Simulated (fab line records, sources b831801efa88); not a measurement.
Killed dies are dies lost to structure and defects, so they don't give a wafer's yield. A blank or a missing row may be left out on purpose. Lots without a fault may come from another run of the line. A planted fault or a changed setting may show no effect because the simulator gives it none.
fab line records | flow gf180mcu
record lots=5 wafers=15 last_day=34
route steps=602 shown HV_LDD@187
lots that met no fault: from a run of the same line without faults
start_h: hours from the record's first day to the start of the lot's first wafer shown | wait_h: hours since the lot's step before | " the same as in the row above | L1.1+2: a row that stands for several wafers | - no value, or no start given | * or withheld: withheld | < > ~ a bound
route shown NAME@n: a module of which the file shows steps, and the number in the route of the first | usual: mean/standard deviation of fault-free wafers | same: alike in all rows | chamber/n: place in a boat | sites: the reading at each site | _std_site: their standard deviation | _edge_site: outer sites' mean less inner sites' | radius_mm: how far each site lies from the wafer's centre | mask NAME#n: copy n | behind: the tool/chamber that last shaped the wafer | hold: why the lot was held/for how many hours/how that ended | device: the transistor (n, p or np) that didn't switch | end of line: the same wafers' tests at the end of the route | a step without rows: its recipe alone | killed: dies lost to structure and defects at the first sort, not the wafer's yield | map: a wafer's dies, x killed, . not, _ none there
set.NAME: the setting as run; set.NAME@STEP: as run at that earlier step | model.NAME: the simulator's own value behind a step, which no gauge read
lots at some steps of the route; a table a step, a row a wafer
services: from which hour (start_h, from the record's first day; less than 0 if before it) a tool's chamber was out of use, for how many hours, and why
## steps
# step GF_HV_LDD_TW_MEAS_11
# usual HV_LDD_TW=2424/29
# columns lot.wafer tool chamber start_h wait_h HV_LDD_TW
L083.2 film_metro-01 - 284.74 0.1 2386
L083.3 " - " " 2391
L083.4 " - " " 2393
L085.1 film_metro-04 - 297.88 0.1 2411
L085.3 " - " " 2403
L085.6 " - " " 2418
L089.1 film_metro-04 - 328.95 0.1 2408
L089.2 " - " " 2410
L089.5 " - " " 2411
L094.1 film_metro-04 - 361.30 0.1 2420
L094.3 " - " " 2426
L094.4 " - " " 2432
L096.3 film_metro-04 - 380.82 0.1 2419
L096.4 " - " " 2416
L096.5 " - " " 2430
# step GF_HV_LDD_DEHYDRATE_12
# recipe temp_c=200 time_s=60
# columns lot.wafer tool chamber start_h wait_h
L083.2+3+4 litho_track-04 0 293.87 9.1
L085.1+3+6 litho_track-03 0 306.97 9.1
L089.1+2+5 litho_track-04 0 339.09 10.1
L094.1+3+4 litho_track-04 0 372.34 11.0
L096.3+4+5 litho_track-03 0 391.92 11.1
# step GF_HV_LDD_HMDS_13
# recipe prime_time_s=60 prime_temp_c=120
# columns lot.wafer tool chamber start_h wait_h
L083.2+3+4 litho_track-04 0 294.02 0.1
L085.1+3+6 litho_track-03 0 307.12 0.1
L089.1+2+5 litho_track-04 0 339.24 0.1
L094.1+3+4 litho_track-04 0 372.49 0.1
L096.3+4+5 litho_track-03 0 392.07 0.1
# step GF_HV_LDD_COAT_14
# recipe resist=NOVOLAK spin_rpm=3000 resist_thk_nm=1000
# columns lot.wafer tool chamber start_h wait_h
L083.2+3+4 litho_track-04 0 294.17 0.1
L085.1+3+6 litho_track-03 0 307.27 0.1
L089.1+2+5 litho_track-04 0 339.39 0.1
L094.1+3+4 litho_track-04 0 372.64 0.1
L096.3+4+5 litho_track-03 0 392.22 0.1
# step GF_HV_LDD_SOFTBAKE_15
# recipe temp_c=90 time_s=60 resist=NOVOLAK
# columns lot.wafer tool chamber start_h wait_h
L083.2+3+4 litho_track-04 0 294.32 0.1
L085.1+3+6 litho_track-03 0 307.42 0.1
L089.1+2+5 litho_track-04 0 339.54 0.1
L094.1+3+4 litho_track-04 0 372.79 0.1
L096.3+4+5 litho_track-03 0 392.37 0.1
# step GF_HV_LDD_EXPOSE_16
# recipe mask_id=Pplus_LV_AREA target_cd_nm=400 na=0.6 source_shape=conventional sigma_outer=0.6 dose_mj=140
# columns lot.wafer tool chamber start_h wait_h mask
L083.2+3+4 iline_stepper-01 0 - - Pplus_LV_AREA#0
L085.1+3+6 iline_stepper-01 0 - - Pplus_LV_AREA#0
L089.1+2+5 iline_stepper-02 0 - - Pplus_LV_AREA#0
L094.1+3+4 iline_stepper-02 0 - - Pplus_LV_AREA#0
L096.3+4+5 iline_stepper-02 0 - - Pplus_LV_AREA#0
# step GF_HV_LDD_PEB_17
# recipe temp_c=withheld time_s=* resist=NOVOLAK
# columns lot.wafer tool chamber start_h wait_h
L083.2+3+4 litho_track-04 0 - -
L085.1+3+6 litho_track-03 0 - -
L089.1+2+5 litho_track-04 0 - -
L094.1+3+4 litho_track-02 0 - -
L096.3+4+5 litho_track-03 0 - -
# step GF_HV_LDD_DEVELOP_18
# recipe develop_time_s=60 dev_temp_c=23
# columns lot.wafer tool chamber start_h wait_h
L083.2+3+4 litho_track-04 0 304.12 0.1
L085.1+3+6 litho_track-03 0 317.22 0.1
L089.1+2+5 litho_track-04 0 349.94 0.1
L094.1+3+4 litho_track-02 0 384.10 0.1
L096.3+4+5 litho_track-03 0 404.17 0.1
# step GF_HV_LDD_CD_MEAS_19
# recipe target_cd_nm=400
# usual cd_nm=399.7/1.9
# columns lot.wafer tool chamber start_h wait_h cd_nm
L083.2 cd_sem-01 - 304.26 0.1 401.4
L083.3 " - " " 400.1
L083.4 " - " " 401.8
L085.1 cd_sem-02 - 317.37 0.1 399.3
L085.3 " - " " 395.6
L085.6 " - " " 400.0
L089.1 cd_sem-02 - 350.09 0.1 401.4
L089.2 " - " " 403.3
L089.5 " - " " 401.8
L094.1 cd_sem-02 - 384.25 0.1 400.1
L094.3 " - " " 399.5
L094.4 " - " " 402.2
L096.3 cd_sem-02 - 404.31 0.1 400.0
L096.4 " - " " 400.9
L096.5 " - " " 399.1
# step GF_HV_LDD_OVL_MEAS_20
# usual HV_LDD_01_OVL=-0.1/1.7
# columns lot.wafer tool chamber start_h wait_h HV_LDD_01_OVL[nm]
L083.2 overlay-02 - 304.37 0.1 -1.1
L083.3 " - " " -0.4
L083.4 " - " " -1.6
L085.1 overlay-01 - 317.49 0.1 -1.9
L085.3 " - " " -1.4
L085.6 " - " " 0.0
L089.1 overlay-01 - 350.21 0.1 1.1
L089.2 " - " " 0.6
L089.5 " - " " 2.2
L094.1 overlay-01 - 384.37 0.1 3.6
L094.3 " - " " 3.3
L094.4 " - " " 3.8
L096.3 overlay-02 - 404.40 0.1 1.9
L096.4 " - " " 1.3
L096.5 " - " " -0.6
# step GF_HV_LDD_IMPLANT_21
# recipe species=BF2 energy_kev=25 dose_cm2=5e+13 tilt_deg=7
# columns lot.wafer tool chamber start_h wait_h
L083.2+3+4 implanter-02 0 304.42 0.0
L085.1+3+6 implanter-01 0 317.53 0.0
L089.1+2+5 implanter-03 0 350.25 0.0
L094.1+3+4 implanter-02 0 384.40 0.0
L096.3+4+5 implanter-01 0 404.48 0.1
# step GF_HV_LDD_STRIP_22
# recipe chemistry=O2/N2 power_w=1400 pressure_mtorr=1500 platen_temp_c=250 o2_flow_sccm=3000 n2_flow_sccm=300 overash_fraction=0.5
# usual drypump_motor_current_A=5.5/0.34 heater_power_w=349/37 oes_product_au=0.715/0.0043 strip_time_to_endpoint_s=12.63/0.036
# columns lot.wafer tool chamber start_h wait_h drypump_motor_current_A heater_power_w oes_product_au rf_hours_counter_h strip_time_to_endpoint_s
L083.2 plasma_asher-04 0 304.55 0.1 5.1 303 0.712 69 12.67
L083.3 " 1 " " 5.2 421 0.715 - 12.66
L083.4 " 0 " " 5.1 304 0.713 - 12.70
L085.1 plasma_asher-02 0 317.68 0.1 5.9 364 0.717 55 12.63
L085.3 " 0 " " 5.9 371 0.714 - 12.63
L085.6 " 1 " " 5.7 324 0.715 - 12.61
L089.1 plasma_asher-04 0 350.40 0.1 5.1 298 0.711 74 12.60
L089.2 " 1 " " 5.2 432 0.711 74 12.56
L089.5 " 0 " " 5.0 299 0.722 - 12.57
L094.1 plasma_asher-03 1 384.55 0.1 5.1 341 0.719 27 12.61
L094.3 " 0 " " 5.4 346 0.718 - 12.59
L094.4 " 1 " " 5.1 330 0.720 - 12.62
L096.3 plasma_asher-02 0 404.61 0.1 5.9 357 0.718 - 12.58
L096.4 " 1 " " 5.7 331 0.715 - 12.59
L096.5 " 1 " " 5.7 318 0.707 - 12.59
# step GF_HV_LDD_TW_MEAS_23
# usual HV_LDD_2_TW=1064/16
# columns lot.wafer tool chamber start_h wait_h HV_LDD_2_TW
L083.2 film_metro-04 - 304.66 0.1 1059
L083.3 " - " " 1059
L083.4 " - " " 1058
L085.1 film_metro-03 - 317.78 0.1 1073
L085.3 " - " " 1073
L085.6 " - " " 1077
L089.1 film_metro-03 - 350.50 0.1 1079
L089.2 " - " " 1076
L089.5 " - " " 1076
L094.1 film_metro-01 - 384.65 0.1 1053
L094.3 " - " " 1055
L094.4 " - " " 1052
L096.3 film_metro-03 - 404.70 0.1 1095
L096.4 " - " " 1088
L096.5 " - " " 1088
# step GF_HV_LDD_DEHYDRATE_24
# recipe temp_c=200 time_s=60
# columns lot.wafer tool chamber start_h wait_h
L083.2+3+4 litho_track-03 0 313.80 9.1
L085.1+3+6 litho_track-03 0 327.97 10.2
L089.1+2+5 litho_track-04 0 360.89 10.4
L094.1+3+4 litho_track-04 0 395.99 11.3
L096.3+4+5 litho_track-02 0 415.90 11.2
# step GF_HV_LDD_HMDS_25
# recipe prime_time_s=60 prime_temp_c=120
# columns lot.wafer tool chamber start_h wait_h
L083.2+3+4 litho_track-03 0 313.95 0.1
L085.1+3+6 litho_track-03 0 328.12 0.1
L089.1+2+5 litho_track-04 0 361.04 0.1
L094.1+3+4 litho_track-04 0 396.14 0.1
L096.3+4+5 litho_track-02 0 416.05 0.1
# step GF_HV_LDD_COAT_26
# recipe resist=NOVOLAK spin_rpm=3000 resist_thk_nm=1000
# columns lot.wafer tool chamber start_h wait_h
L083.2+3+4 litho_track-03 0 314.10 0.1
L085.1+3+6 litho_track-03 0 328.27 0.1
L089.1+2+5 litho_track-04 0 361.19 0.1
L094.1+3+4 litho_track-04 0 396.29 0.1
L096.3+4+5 litho_track-02 0 416.20 0.1
# step GF_HV_LDD_SOFTBAKE_27
# recipe temp_c=90 time_s=60 resist=NOVOLAK
# columns lot.wafer tool chamber start_h wait_h
L083.2+3+4 litho_track-03 0 314.25 0.1
L085.1+3+6 litho_track-03 0 328.42 0.1
L089.1+2+5 litho_track-04 0 361.34 0.1
L094.1+3+4 litho_track-04 0 396.44 0.1
L096.3+4+5 litho_track-02 0 416.35 0.1
# step GF_HV_LDD_EXPOSE_28
# recipe mask_id=Nplus_HV_AREA target_cd_nm=400 na=0.6 source_shape=conventional sigma_outer=0.6 dose_mj=140
# columns lot.wafer tool chamber start_h wait_h mask
L083.2+3+4 iline_stepper-02 0 - - Nplus_HV_AREA#0
L085.1+3+6 iline_stepper-01 0 - - Nplus_HV_AREA#0
L089.1+2+5 iline_stepper-02 0 - - Nplus_HV_AREA#0
L094.1+3+4 iline_stepper-01 0 - - Nplus_HV_AREA#0
L096.3+4+5 iline_stepper-01 0 - - Nplus_HV_AREA#0
# step GF_HV_LDD_PEB_29
# recipe temp_c=withheld time_s=* resist=NOVOLAK
# columns lot.wafer tool chamber start_h wait_h
L083.2+3+4 litho_track-03 0 - -
L085.1+3+6 litho_track-02 0 - -
L089.1+2+5 litho_track-03 0 - -
L094.1+3+4 litho_track-03 0 - -
L096.3+4+5 litho_track-04 0 - -
# step GF_HV_LDD_DEVELOP_30
# recipe develop_time_s=60 dev_temp_c=23
# columns lot.wafer tool chamber start_h wait_h
L083.2+3+4 litho_track-03 0 325.15 0.1
L085.1+3+6 litho_track-02 0 339.20 0.1
L089.1+2+5 litho_track-03 0 372.52 0.1
L094.1+3+4 litho_track-03 0 407.42 0.1
L096.3+4+5 litho_track-04 0 428.54 0.1
# step GF_HV_LDD_CD_MEAS_31
# recipe target_cd_nm=400
# usual cd_nm=399.7/2.5
# columns lot.wafer tool chamber start_h wait_h cd_nm
L083.2 cd_sem-01 - 325.29 0.1 403.3
L083.3 " - " " 404.1
L083.4 " - " " 401.4
L085.1 cd_sem-02 - 339.35 0.1 399.0
L085.3 " - " " 399.2
L085.6 " - " " 400.9
L089.1 cd_sem-01 - 372.67 0.1 399.6
L089.2 " - " " 397.3
L089.5 " - " " 396.6
L094.1 cd_sem-02 - 407.57 0.1 400.1
L094.3 " - " " 398.1
L094.4 " - " " 398.2
L096.3 cd_sem-01 - 428.68 0.1 398.9
L096.4 " - " " 399.9
L096.5 " - " " 398.7
# step GF_HV_LDD_OVL_MEAS_32
# usual HV_LDD_02_OVL=0.7/1.4
# columns lot.wafer tool chamber start_h wait_h HV_LDD_02_OVL[nm]
L083.2 overlay-02 - 325.40 0.1 -0.2
L083.3 " - " " 1.9
L083.4 " - " " 0.1
L085.1 overlay-02 - 339.48 0.1 -3.5
L085.3 " - " " -3.2
L085.6 " - " " -1.6
L089.1 overlay-01 - 372.79 0.1 0.4
L089.2 " - " " -0.4
L089.5 " - " " 1.3
L094.1 overlay-01 - 407.69 0.1 1.0
L094.3 " - " " 0.8
L094.4 " - " " 0.5
L096.3 overlay-02 - 428.77 0.1 1.3
L096.4 " - " " -0.6
L096.5 " - " " 0.9
# step GF_HV_LDD_IMPLANT_33
# recipe species=P energy_kev=60 dose_cm2=7.5e+12 tilt_deg=30 rotation_deg=0
# columns lot.wafer tool chamber start_h wait_h
L083.2+3+4 implanter-02 0 325.45 0.0
L085.1+3+6 implanter-02 0 339.52 0.0
L089.1+2+5 implanter-02 0 372.83 0.0
L094.1+3+4 implanter-03 0 407.73 0.0
L096.3+4+5 implanter-02 0 428.85 0.1
# step GF_HV_LDD_IMPLANT_34
# recipe species=P energy_kev=60 dose_cm2=7.5e+12 tilt_deg=30 rotation_deg=90
# columns lot.wafer tool chamber start_h wait_h
L083.2+3+4 implanter-02 0 325.60 0.1
L085.1+3+6 implanter-02 0 339.67 0.1
L089.1+2+5 implanter-02 0 372.98 0.1
L094.1+3+4 implanter-03 0 407.88 0.1
L096.3+4+5 implanter-02 0 429.00 0.1
# step GF_HV_LDD_IMPLANT_35
# recipe species=P energy_kev=60 dose_cm2=7.5e+12 tilt_deg=30 rotation_deg=180
# columns lot.wafer tool chamber start_h wait_h
L083.2+3+4 implanter-02 0 325.75 0.1
L085.1+3+6 implanter-02 0 339.82 0.1
L089.1+2+5 implanter-02 0 373.13 0.1
L094.1+3+4 implanter-03 0 408.03 0.1
L096.3+4+5 implanter-02 0 429.15 0.1
# step GF_HV_LDD_IMPLANT_36
# recipe species=P energy_kev=60 dose_cm2=7.5e+12 tilt_deg=30 rotation_deg=270
# columns lot.wafer tool chamber start_h wait_h
L083.2+3+4 implanter-02 0 325.90 0.1
L085.1+3+6 implanter-02 0 339.97 0.1
L089.1+2+5 implanter-02 0 373.28 0.1
L094.1+3+4 implanter-03 0 408.18 0.1
L096.3+4+5 implanter-02 0 429.30 0.1
# step GF_HV_LDD_STRIP_37
# recipe chemistry=O2/N2 power_w=1400 pressure_mtorr=1500 platen_temp_c=250 o2_flow_sccm=3000 n2_flow_sccm=300 overash_fraction=0.5
# usual drypump_motor_current_A=5.4/0.32 heater_power_w=352/46 oes_product_au=0.716/0.0048 strip_time_to_endpoint_s=12.63/0.041
# columns lot.wafer tool chamber start_h wait_h drypump_motor_current_A heater_power_w oes_product_au rf_hours_counter_h strip_time_to_endpoint_s
L083.2 plasma_asher-02 1 326.03 0.1 5.7 328 0.715 55 12.62
L083.3 " 1 " " 5.7 326 0.716 - 12.61
L083.4 " 0 " " 5.9 371 0.728 - 12.61
L085.1 plasma_asher-02 1 340.12 0.1 5.7 341 0.706 56 12.63
L085.3 " 1 " " 5.7 337 0.725 - 12.64
L085.6 " 0 " " 5.9 363 0.717 - 12.67
L089.1 plasma_asher-02 1 373.43 0.1 5.7 332 0.716 60 12.66
L089.2 " 0 " " 5.9 365 0.708 60 12.66
L089.5 " 0 " " 5.9 362 0.717 - 12.70
L094.1 plasma_asher-04 0 408.33 0.1 5.0 297 0.709 80 12.64
L094.3 " 0 " " 5.1 309 0.717 - 12.62
L094.4 " 1 " " 5.2 428 0.711 - 12.65
L096.3 plasma_asher-02 1 429.43 0.1 5.7 322 0.718 - 12.63
L096.4 " 0 " " 6.0 355 0.711 - 12.67
L096.5 " 0 " " 5.9 359 0.720 - 12.61
# step GF_HV_LDD_TW_MEAS_38
# usual HV_LDD_3_TW=1449/22
# columns lot.wafer tool chamber start_h wait_h HV_LDD_3_TW
L083.2 film_metro-03 - 326.14 0.1 1469
L083.3 " - " " 1462
L083.4 " - " " 1461
L085.1 film_metro-03 - 340.22 0.1 1461
L085.3 " - " " 1471
L085.6 " - " " 1460
L089.1 film_metro-01 - 373.53 0.1 1428
L089.2 " - " " 1421
L089.5 " - " " 1430
L094.1 film_metro-03 - 408.43 0.1 1487
L094.3 " - " " 1477
L094.4 " - " " 1483
L096.3 film_metro-01 - 429.52 0.1 1438
L096.4 " - " " 1433
L096.5 " - " " 1436
# step GF_HV_LDD_DEHYDRATE_39
# recipe temp_c=200 time_s=60
# columns lot.wafer tool chamber start_h wait_h
L083.2+3+4 litho_track-03 0 336.10 9.9
L085.1+3+6 litho_track-03 0 350.37 10.1
L089.1+2+5 litho_track-04 0 384.34 10.8
L094.1+3+4 litho_track-03 0 420.07 11.6
L096.3+4+5 litho_track-04 0 441.44 11.9
# step GF_HV_LDD_HMDS_40
# recipe prime_time_s=60 prime_temp_c=120
# columns lot.wafer tool chamber start_h wait_h
L083.2+3+4 litho_track-03 0 336.25 0.1
L085.1+3+6 litho_track-03 0 350.52 0.1
L089.1+2+5 litho_track-04 0 384.49 0.1
L094.1+3+4 litho_track-03 0 420.22 0.1
L096.3+4+5 litho_track-04 0 441.59 0.1
# step GF_HV_LDD_COAT_41
# recipe resist=NOVOLAK spin_rpm=3000 resist_thk_nm=1000
# columns lot.wafer tool chamber start_h wait_h
L083.2+3+4 litho_track-03 0 336.40 0.1
L085.1+3+6 litho_track-03 0 350.67 0.1
L089.1+2+5 litho_track-04 0 384.64 0.1
L094.1+3+4 litho_track-03 0 420.37 0.1
L096.3+4+5 litho_track-04 0 441.74 0.1
# step GF_HV_LDD_SOFTBAKE_42
# recipe temp_c=90 time_s=60 resist=NOVOLAK
# columns lot.wafer tool chamber start_h wait_h
L083.2+3+4 litho_track-03 0 336.55 0.1
L085.1+3+6 litho_track-03 0 350.82 0.1
L089.1+2+5 litho_track-04 0 384.79 0.1
L094.1+3+4 litho_track-03 0 420.52 0.1
L096.3+4+5 litho_track-04 0 441.89 0.1
# step GF_HV_LDD_EXPOSE_43
# recipe mask_id=Pplus_HV_AREA target_cd_nm=400 na=0.6 source_shape=conventional sigma_outer=0.6 dose_mj=140
# columns lot.wafer tool chamber start_h wait_h mask
L083.2+3+4 iline_stepper-02 0 - - Pplus_HV_AREA#0
L085.1+3+6 iline_stepper-02 0 - - Pplus_HV_AREA#0
L089.1+2+5 iline_stepper-02 0 - - Pplus_HV_AREA#0
L094.1+3+4 iline_stepper-02 0 - - Pplus_HV_AREA#0
L096.3+4+5 iline_stepper-02 0 - - Pplus_HV_AREA#0
# step GF_HV_LDD_PEB_44
# recipe temp_c=withheld time_s=* resist=NOVOLAK
# columns lot.wafer tool chamber start_h wait_h
L083.2+3+4 litho_track-03 0 - -
L085.1+3+6 litho_track-03 0 - -
L089.1+2+5 litho_track-02 0 - -
L094.1+3+4 litho_track-04 0 - -
L096.3+4+5 litho_track-04 0 - -
# step GF_HV_LDD_DEVELOP_45
# recipe develop_time_s=60 dev_temp_c=23
# columns lot.wafer tool chamber start_h wait_h
L083.2+3+4 litho_track-03 0 347.10 0.1
L085.1+3+6 litho_track-03 0 361.57 0.1
L089.1+2+5 litho_track-02 0 396.45 0.1
L094.1+3+4 litho_track-04 0 432.29 0.1
L096.3+4+5 litho_track-04 0 454.09 0.1
# step GF_HV_LDD_CD_MEAS_46
# recipe target_cd_nm=400
# usual cd_nm=399.8/2.4
# columns lot.wafer tool chamber start_h wait_h cd_nm
L083.2 cd_sem-02 - 347.24 0.1 406.7
L083.3 " - " " 404.4
L083.4 " - " " 405.6
L085.1 cd_sem-01 - 361.72 0.1 399.3
L085.3 " - " " 397.9
L085.6 " - " " 398.3
L089.1 cd_sem-02 - 396.60 0.1 400.2
L089.2 " - " " 400.0
L089.5 " - " " 398.4
L094.1 cd_sem-02 - 432.44 0.1 400.4
L094.3 " - " " 399.3
L094.4 " - " " 400.3
L096.3 cd_sem-02 - 454.23 0.1 401.4
L096.4 " - " " 402.0
L096.5 " - " " 402.9
# step GF_HV_LDD_OVL_MEAS_47
# usual HV_LDD_03_OVL=0.1/1.3
# columns lot.wafer tool chamber start_h wait_h HV_LDD_03_OVL[nm]
L083.2 overlay-02 - 347.35 0.1 -0.2
L083.3 " - " " 0.7
L083.4 " - " " 0.1
L085.1 overlay-02 - 361.84 0.1 1.5
L085.3 " - " " 1.6
L085.6 " - " " 0.9
L089.1 overlay-01 - 396.72 0.1 0.2
L089.2 " - " " 0.0
L089.5 " - " " -1.4
L094.1 overlay-01 - 432.56 0.1 0.8
L094.3 " - " " 0.9
L094.4 " - " " 0.2
L096.3 overlay-01 - 454.32 0.1 -0.9
L096.4 " - " " -0.6
L096.5 " - " " 0.2
# step GF_HV_LDD_IMPLANT_48
# recipe species=B energy_kev=25 dose_cm2=3e+13 tilt_deg=7
# columns lot.wafer tool chamber start_h wait_h
L083.2+3+4 implanter-02 0 347.40 0.0
L085.1+3+6 implanter-02 0 361.88 0.0
L089.1+2+5 implanter-01 0 396.75 0.0
L094.1+3+4 implanter-01 0 432.60 0.0
L096.3+4+5 implanter-03 0 454.39 0.1
# step GF_HV_LDD_STRIP_49
# recipe chemistry=O2/N2 power_w=1400 pressure_mtorr=1500 platen_temp_c=250 o2_flow_sccm=3000 n2_flow_sccm=300 overash_fraction=0.5
# usual drypump_motor_current_A=5.4/0.34 heater_power_w=354/46 oes_product_au=0.716/0.0046 strip_time_to_endpoint_s=12.63/0.036
# columns lot.wafer tool chamber start_h wait_h drypump_motor_current_A heater_power_w oes_product_au rf_hours_counter_h strip_time_to_endpoint_s
L083.2 plasma_asher-02 1 347.53 0.1 5.7 342 0.722 57 12.57
L083.3 " 0 " " 5.9 364 0.714 - 12.62
L083.4 " 1 " " 5.7 329 0.716 - 12.57
L085.1 plasma_asher-04 1 362.03 0.1 5.2 435 0.712 75 12.64
L085.3 " 0 " " 5.0 300 0.709 - 12.57
L085.6 " 0 " " 5.0 301 0.718 - 12.61
L089.1 plasma_asher-02 0 396.90 0.1 5.9 374 0.719 62 12.60
L089.2 " 1 " " 5.7 338 0.712 62 12.58
L089.5 " 0 " " 5.9 371 0.715 - 12.60
L094.1 plasma_asher-04 1 432.75 0.1 5.2 438 0.719 0 12.69
L094.3 " 0 " " 5.0 298 0.714 - 12.66
L094.4 " 1 " " 5.2 427 0.725 - 12.69
L096.3 plasma_asher-02 0 454.53 0.1 6.0 375 0.708 - 12.70
L096.4 " 1 " " 5.7 331 0.715 - 12.70
L096.5 " 0 " " 5.9 371 0.721 - 12.67
# step GF_HV_LDD_TW_MEAS_50
# usual HV_LDD_4_TW=572/7.8
# columns lot.wafer tool chamber start_h wait_h HV_LDD_4_TW
L083.2 film_metro-01 - 347.64 0.1 566
L083.3 " - " " 567
L083.4 " - " " 564
L085.1 film_metro-04 - 362.13 0.1 569
L085.3 " - " " 573
L085.6 " - " " 571
L089.1 film_metro-01 - 397.00 0.1 570
L089.2 " - " " 567
L089.5 " - " " 568
L094.1 film_metro-04 - 432.85 0.1 570
L094.3 " - " " 574
L094.4 " - " " 571
L096.3 film_metro-01 - 454.61 0.1 570
L096.4 " - " " 567
L096.5 " - " " 568
# step GF_HV_LDD_CLEAN_51
# recipe chemistry=SC1/SC2 mix=1:4:20 temp_c=70 time_s=150 dry=n2_spin
# columns lot.wafer tool chamber start_h wait_h
L083.2+3+4 wet_bench-02 1 347.69 0.0
L085.1+3+6 wet_bench-02 1 362.19 0.1
L089.1+2+5 wet_bench-02 2 397.06 0.1
L094.1+3+4 wet_bench-03 2 432.91 0.1
L096.3+4+5 wet_bench-03 2 454.65 0.0
# step GF_HV_LDD_RTA_52
# recipe temp_c=1000 time_s=10 ambient=N2
# usual lamp_power_pct=30.8/0.76 wafer_temp_C_max=1004.5/1.1
# columns lot.wafer tool chamber start_h wait_h lamp_power_pct wafer_temp_C_max
L083.2 rtp_anneal-02 0 347.75 0.0 31.6 1002.5
L083.3 " 0 " " 31.5 1005.8
L083.4 " 0 " " 31.6 1004.0
L085.1 rtp_anneal-02 0 362.25 0.0 31.5 1004.2
L085.3 " 0 " " 31.5 1002.7
L085.6 " 0 " " 31.5 1003.1
L089.1 rtp_anneal-01 0 397.11 0.0 30.0 1004.8
L089.2 " 0 " " 30.0 1005.5
L089.5 " 0 " " 30.0 1005.3
L094.1 rtp_anneal-01 0 432.96 0.0 30.0 1002.5
L094.3 " 0 " " 30.0 1005.7
L094.4 " 0 " " 30.0 1004.7
L096.3 rtp_anneal-01 0 454.73 0.0 30.0 1004.0
L096.4 " 0 " " 30.0 1005.3
L096.5 " 0 " " 30.0 1004.0
# step GF_HV_LDD_RS_MEAS_53
# recipe thk_meas_gauge=four-point-probe
# usual HV_LDD_RS=418.7/0.97
# columns lot.wafer tool chamber start_h wait_h HV_LDD_RS[ohm/sq]
L083.2 film_metro-04 - 347.82 0.1 421.4
L083.3 " - " " 420.3
L083.4 " - " " 420.2
L085.1 film_metro-03 - 362.31 0.1 418.7
L085.3 " - " " 419.2
L085.6 " - " " 418.6
L089.1 film_metro-03 - 397.25 0.1 419.1
L089.2 " - " " 418.0
L089.5 " - " " 418.1
L094.1 film_metro-04 - 433.06 0.1 417.0
L094.3 " - " " 418.0
L094.4 " - " " 418.2
L096.3 film_metro-03 - 454.81 0.1 420.1
L096.4 " - " " 419.7
L096.5 " - " " 419.7
# step GF_HV_LDD_CVD_54
# recipe material=SiO2 target_thk_nm=10 precursor=TEOS temp_c=680 time_s=75 pressure_mtorr=400
# usual spike_tc_lower_C=679.7/1.7
# columns lot.wafer tool chamber start_h wait_h spike_tc_lower_C
L083.2 lpcvd-01 1 348.80 1.0 677.5
L083.3 " 1 " " 679.4
L083.4 " 1 " " 679.3
L085.1 lpcvd-01 0 363.56 1.2 677.9
L085.3 " 0 " " 677.3
L085.6 " 0 " " 678.6
L089.1 lpcvd-02 1 397.37 0.1 679.9
L089.2 " 1 " " 680.7
L089.5 " 1 " " 681.2
L094.1 lpcvd-02 0 433.18 0.1 681.8
L094.3 " 0 " " 681.2
L094.4 " 0 " " 681.2
L096.3 lpcvd-01 0 454.89 0.1 677.6
L096.4 " 0 " " 677.1
L096.5 " 0 " " 676.8
# step GF_HV_LDD_THK_MEAS_55
# recipe reads=SiO2_of_HV_LDD_CVD_54
# usual HV_LDD_CVD_54_THK=9.98/0.11
# columns lot.wafer tool chamber start_h wait_h HV_LDD_CVD_54_THK[nm]
L083.2 film_metro-04 - 349.83 0.0 9.95
L083.3 " - " " 9.98
L083.4 " - " " 10.01
L085.1 film_metro-03 - 364.58 0.0 10.12
L085.3 " - " " 9.98
L085.6 " - " " 9.97
L089.1 film_metro-04 - 398.39 0.0 10.19
L089.2 " - " " 10.16
L089.5 " - " " 10.06
L094.1 film_metro-01 - 434.20 0.0 9.72
L094.3 " - " " 9.84
L094.4 " - " " 9.97
L096.3 film_metro-03 - 455.93 0.0 10.18
L096.4 " - " " 9.92
L096.5 " - " " 10.00
# step GF_HV_LDD_CVD_56
# recipe material=Si3N4 precursor=DCS/NH3 target_thk_nm=90 temp_c=770 time_s=1543 pressure_mtorr=250
# usual spike_tc_lower_C=769.9/1.5
# columns lot.wafer tool chamber start_h wait_h spike_tc_lower_C
L083.2 lpcvd-01 1 349.88 0.0 769.4
L083.3 " 1 " " 768.3
L083.4 " 1 " " 767.2
L085.1 lpcvd-01 1 364.64 0.1 769.1
L085.3 " 1 " " 767.4
L085.6 " 1 " " 769.2
L089.1 lpcvd-01 1 398.45 0.1 770.4
L089.2 " 1 " " 768.1
L089.5 " 1 " " 769.0
L094.1 lpcvd-02 1 434.26 0.1 768.7
L094.3 " 1 " " 770.5
L094.4 " 1 " " 769.3
L096.3 lpcvd-02 1 455.97 0.0 770.1
L096.4 " 1 " " 769.2
L096.5 " 1 " " 770.2
# step GF_HV_LDD_THK_MEAS_57
# recipe reads=Si3N4_of_HV_LDD_CVD_56
# usual HV_LDD_CVD_56_THK=89.8/0.85
# columns lot.wafer tool chamber start_h wait_h HV_LDD_CVD_56_THK[nm]
L083.2 film_metro-01 - 351.32 0.0 89.9
L083.3 " - " " 89.9
L083.4 " - " " 89.1
L085.1 film_metro-04 - 366.07 0.0 91.3
L085.3 " - " " 90.4
L085.6 " - " " 91.3
L089.1 film_metro-01 - 399.88 0.0 89.1
L089.2 " - " " 89.5
L089.5 " - " " 90.1
L094.1 film_metro-04 - 435.69 0.0 89.2
L094.3 " - " " 89.2
L094.4 " - " " 89.1
L096.3 film_metro-03 - 457.42 0.0 89.3
L096.4 " - " " 89.5
L096.5 " - " " 90.2
## services
# columns tool chamber start_h hours kind
implanter-03 - 277.28 4.8 repair
implanter-03 - 301.41 5.2 repair
plasma_asher-02 - 304.14 4.3 repair
implanter-03 - 311.76 3.1 pm
iline_stepper-01 - 330.94 1.7 pm
plasma_asher-02 - 331.02 4.3 repair
iline_stepper-01 - 333.56 4.4 pm
implanter-03 - 337.74 2.9 pm
iline_stepper-01 - 339.39 0.7 repair
implanter-01 - 340.44 15.1 repair
lpcvd-02 - 346.58 17.2 pm
plasma_asher-04 - 347.79 2.5 repair
lpcvd-01 - 371.03 1.0 repair
implanter-01 - 398.52 3.3 repair
plasma_asher-04 - 421.25 9.0 pm
plasma_asher-04 0 421.25 9.0 vent_cycle
plasma_asher-04 1 421.25 9.0 vent_cycle
iline_stepper-02 - 425.53 1.7 pm
iline_stepper-02 - 427.20 4.4 pm
plasma_asher-04 0 430.25 - clean
lpcvd-01 - 434.19 2.8 pm
iline_stepper-02 - 434.49 1.1 repair
implanter-01 - 446.15 26.9 repair
implanter-02 - 452.84 90.7 pm
## key
fault none
